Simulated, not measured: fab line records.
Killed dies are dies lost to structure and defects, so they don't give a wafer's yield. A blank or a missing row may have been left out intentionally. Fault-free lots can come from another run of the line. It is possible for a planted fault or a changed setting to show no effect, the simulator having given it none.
Comparing a struck lot with a sound one | flow sky130 | 15 out of 708 route steps
Sound: these wafers, L977.2, L977.3, L977.5. Struck: wafers L989.3, L989.5, L989.6. The cause comes at the end.
For every step that has rows: the tool of each side, followed by ch and its chambers, followed by its first start. Under that, the readings that differ: sound wafers | struck wafers | difference of the means | sigmas: that difference in standard deviations of wafers without a fault.
alike: a reading whose means differ by less than 2 such deviations, as well as words and numbers matching on both sides. not compared: withheld readings; readings where some wafer has no value; bounds like >300 that might hide an equal value; numbers whose values overlap and for which the record gives no deviation.
The two part at a step that has a row with sigmas, a row that says differs or no value, or rows on one side only. Numbers that have no deviation but don't overlap get no sigmas and don't part them. Lack of a reading on every wafer of one side parts them only where that side has two or more wafers.

SKY_LOCAL_INTERCONNECT_RS_MEAS_01: measures by four-point-probe.
  sound: film metro-04 at day 31 18:14; struck: film metro-02 at day 35 20:20
  alike: LOCAL_INTERCONNECT_TIN_RS
SKY_LOCAL_INTERCONNECT_THK_MEAS_02: measures by xrf.
  sound: film metro-04 at day 31 18:20; struck: film metro-02 at day 35 20:26
  alike: LOCAL_INTERCONNECT_TIN_THK
then, 8 steps without rows for these wafers: SKY_LOCAL_INTERCONNECT_DEHYDRATE_03 (time 60 s); SKY_LOCAL_INTERCONNECT_HMDS_04 (prime time 60 s); SKY_LOCAL_INTERCONNECT_COAT_05 (resist thk 61.05 nm); SKY_LOCAL_INTERCONNECT_COAT_06 (resist thk 450 nm); SKY_LOCAL_INTERCONNECT_SOFTBAKE_07 (time 90 s); SKY_LOCAL_INTERCONNECT_EXPOSE_08 (exposes mask LI1M, target cd 170 nm); SKY_LOCAL_INTERCONNECT_PEB_09; SKY_LOCAL_INTERCONNECT_DEVELOP_10 (develop time 60 s).
SKY_LOCAL_INTERCONNECT_CD_MEAS_11: the cd target is 170 nm.
  sound: cd sem-02 at day 32 22:23; struck: cd sem-01 at day 36 21:45
  alike: cd nm
SKY_LOCAL_INTERCONNECT_OVL_MEAS_12:
  sound: overlay-02 at day 32 22:30; struck: overlay-01 at day 36 21:50
  alike: LOCAL_INTERCONNECT_OVL
SKY_LOCAL_INTERCONNECT_ETCH_13: etches BARC in N2/H2, stops on SiO2, time 45.9 s, target depth 60 nm.
  sound on rie metal-01 ch 1, day 32 22:32; struck on rie metal-02 ch 0,1, day 36 21:53
  reading    | sound          | struck         | difference | sigmas
  bias w (W) | 99.3 99.6 99.5 | 92.5 92.5 92.5 | -7.0       | -20
  alike: drypump motor current A, oes product au, throttle valve pct
  not compared: rf hours counter h
SKY_LOCAL_INTERCONNECT_METAL_ETCH_14: etches TiN in Cl2/BCl3, stops on PSG, target depth 110 nm, time 31.4 s.
  sound on rie metal-01 ch 1, day 32 22:35; struck on rie metal-02 ch 0,1, day 36 21:57
  alike: bias w, drypump motor current A, oes product au, throttle valve pct
  not compared: rf hours counter h
-- here the record skips 13 days between the struck wafers' starts before and after, leaving off in module LOCAL_INTERCONNECT and picking up in module PAD_OPEN (first step shown: number 708 of the route) --
SKY_PAD_OPEN_PROBE_99:
  sound: prober-01 at day 47 16:12; struck: prober-02 at day 50 09:16
  alike: killed_at_M0_to_M3, killed_at_M4_up, killed at contacts, killed at front end, killed at other, killed dies, killed open, killed short

## WHERE THEY PART
SKY_LOCAL_INTERCONNECT_ETCH_13 only, going by this record. Later steps at which nothing parts them and some readings are alike: SKY_LOCAL_INTERCONNECT_METAL_ETCH_14, SKY_PAD_OPEN_PROBE_99.

WHY: whatever the simulator had introduced
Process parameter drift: rie metal-02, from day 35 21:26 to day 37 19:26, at SKY_LOCAL_INTERCONNECT_ETCH_13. A move of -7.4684 in setting bias w, from 100. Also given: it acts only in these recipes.
